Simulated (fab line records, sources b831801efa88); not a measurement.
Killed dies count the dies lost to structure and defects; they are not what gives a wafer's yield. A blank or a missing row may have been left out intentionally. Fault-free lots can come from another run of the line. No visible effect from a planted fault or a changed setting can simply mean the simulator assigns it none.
A lot that was struck, set against a sound lot | flow gf180mcu | 24 steps out of a route of 602
Sound: these wafers, L156.3, L156.4, L156.5. Wafers L160.2, L160.4, L160.6 were the ones struck. At the end, the cause is stated.
At each step with rows: each side's tool, then ch and its chambers, then its first start. Under that, the readings that differ: sound wafers | struck wafers | difference of the means | sigmas: that difference in standard deviations of wafers without a fault.
alike: readings whose means differ by less than 2 such deviations, and words and numbers that are the same on both sides. not compared: withheld readings, readings that some wafer has no value for, bounds like >300 that may hide the same value, and numbers for which the record gives no deviation and whose values overlap.
Wherever a step has rows on one side only, a row that says differs or no value, or a row with sigmas, the two part there. Non-overlapping numbers with no deviation appear without sigmas and do not part them. A reading that every wafer of one side lacks parts them only if that side has two wafers or more.

first, 7 steps without rows for these wafers: GF_STI_DEHYDRATE_05 (time 60 s); GF_STI_HMDS_06 (prime time 60 s); GF_STI_COAT_07 (resist thk 700 nm); GF_STI_SOFTBAKE_08 (time 60 s); GF_STI_EXPOSE_09 (exposes mask COMP, target cd 220 nm); GF_STI_PEB_10 (peb time 90 s); GF_STI_DEVELOP_11 (develop time 60 s).
GF_STI_CD_MEAS_12 targets a cd of 220 nm.
  sound on cd-sem-01 at day 4 00:45; struck on cd-sem-01 at day 4 20:56
  alike: cd-nm
GF_STI_ETCH_13: etches the open film in CHF3/O2, stops on Si, target depth 282.31 nm, time 112.9 s.
  sound on rie-diel-01 ch 1,2, day 4 00:50; struck on rie-diel-01 ch 0,1,2, day 4 21:02
  alike: O2_flow_sccm, drypump-motor-current-A, oes-product-au, run-length-s, throttle-valve-pct
  not compared: rf-hours-counter-h
GF_STI_ETCH_14: etches Si in HBr/Cl2/O2, target depth 360 nm, time 102.9 s.
  sound on rie-si-02 ch 1,2,3, day 4 00:55; struck on rie-si-01 ch 2,3, day 4 21:07
  alike: O2_flow_sccm, drypump-motor-current-A, he-backside-leak-sccm, oes-product-au, run-length-s, throttle-valve-pct
  not compared: rf-hours-counter-h
GF_STI_STRIP_15: strips in O2/N2.
  sound on plasma-asher-01 ch 0,1, day 4 01:01; struck on plasma-asher-02 ch 0,1, day 4 21:11
  alike: drypump-motor-current-A, heater-power-w, o2-flow-sccm, oes-product-au, strip-time-to-endpoint-s
  not compared: rf-hours-counter-h
then, 1 step without rows for these wafers: GF_STI_CLEAN_16 (cleans in dHF, time 25 s).
GF_STI_WET_ETCH_17: etches Si3N4 in H3PO4, target depth 45 nm, time 514 s.
  sound on wet-bench-01 ch 0, day 4 01:05; struck on wet-bench-01 ch 1, day 4 21:17
  reading                               | sound             | struck          | difference | sigmas
  run-length-s (s)                      | 549 549 549       | 214 214 214     | -335       | -91
  model.Si3N4_of_STI_CVD_03.thk-nm (nm) | 160.6 162.5 159.5 | 194 193.7 193.2 | +33        |
  alike: bath-heat-duty-pct
then, 4 steps without rows for these wafers: GF_STI_CLEAN_18 (cleans in SC1/SC2, time 150 s); GF_STI_CLEAN_19 (cleans in dHF, time 20 s); GF_STI_WET_ETCH_20 (etches SiO2 in dHF, target depth 20 nm, time 400 s); GF_STI_OXIDATION_21 (stabilise 600 s, purge 300 s, target thk 15 nm).
GF_STI_THK_MEAS_22:
  sound on film-metro-01 at day 4 02:43; struck on film-metro-01 at day 4 22:46
  reading                   | sound          | struck         | difference | sigmas
  STI_OXIDATION_01_THK (nm) | 15.6 15.4 15.5 | 14.5 14.4 14.5 | -1.0       | -3
then, 1 step without rows for these wafers: GF_STI_CVD_23 (deposits SiO2, target thk 650 nm, time 108.3 s).
GF_STI_THK_MEAS_24:
  sound on film-metro-04 at day 4 02:50; struck on film-metro-04 at day 4 22:54
  alike: STI_CVD_23_THK
GF_STI_CMP_25: polishes, stops on Si3N4, t overpolish 33 s, target thk 524.6 nm.
  sound on cmp-02 ch 0,1,2, day 4 02:59; struck on cmp-02 ch 0,1,2, day 4 22:57
  alike: edge-zone-pressure-frac, motor-current-A, slurry-flow-ml-min
GF_STI_WET_ETCH_26: etches SiO2 in dHF, target depth 94 nm, time 188 s.
  sound on wet-bench-01 ch 0, day 4 03:11; struck on wet-bench-01 ch 3, day 4 23:15
  reading                               | sound           | struck          | difference | sigmas
  run-length-s (s)                      | 223 223 223     | 213 213 213     | -10        | -3
  model.Si3N4_of_STI_CVD_03.thk-nm (nm) | 150 151.9 148.9 | 183.2 183 182.5 | +32.6      |
  alike: bath-heat-duty-pct
then, 1 step without rows for these wafers: GF_STI_WET_ETCH_27 (etches Si3N4 in H3PO4, target depth 160 nm, time 1825 s).
-- the record jumps here: 28 days lie between the struck wafers' starts before and after (it left off in module STI and takes up again in module PASSIVATION, whose first step shown is number 602 of the route) --
GF_PASSIVATION_PROBE_99:
  sound on prober-01 at day 32 08:59; struck on prober-01 at day 33 05:47
  reading                                 | sound                | struck               | difference | sigmas
  model.etest.pwell-in-dnwell.line-ohm-um | 3808 3796 3930       | 4693 4654 4638       | +817       |
  model.etest.p-drift.rs-ohm-sq           | 2327 2318 2434       | 2944 2873 2874       | +537       |
  model.etest.pwell-in-dnwell.rs-ohm-sq   | 2271 2271 2387       | 2830 2792 2764       | +486       |
  model.etest.nwell.line-ohm-um           | 1108 1117 1194       | 1297 1285 1254       | +139       |
  model.etest.nwell.rs-ohm-sq             | 977.5 980.5 1025     | 1104 1087 1084       | +97        |
  model.etest.field-n.vt-v (V)            | 30.98 30.9 34.8      | 44.75 43.68 43.8     | +11.85     |
  model.etest.field-p.vt-v (V)            | -31.52 -31.55 -34.49 | -40.84 -39.88 -39.85 | -7.67      |

## WHERE THEY PART
At GF_STI_WET_ETCH_17 first; at GF_STI_WET_ETCH_26 last (within this record only).

WHY: the cause the simulator had injected
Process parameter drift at GF_STI_WET_ETCH_17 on wet-bench-01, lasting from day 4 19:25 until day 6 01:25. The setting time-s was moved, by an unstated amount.
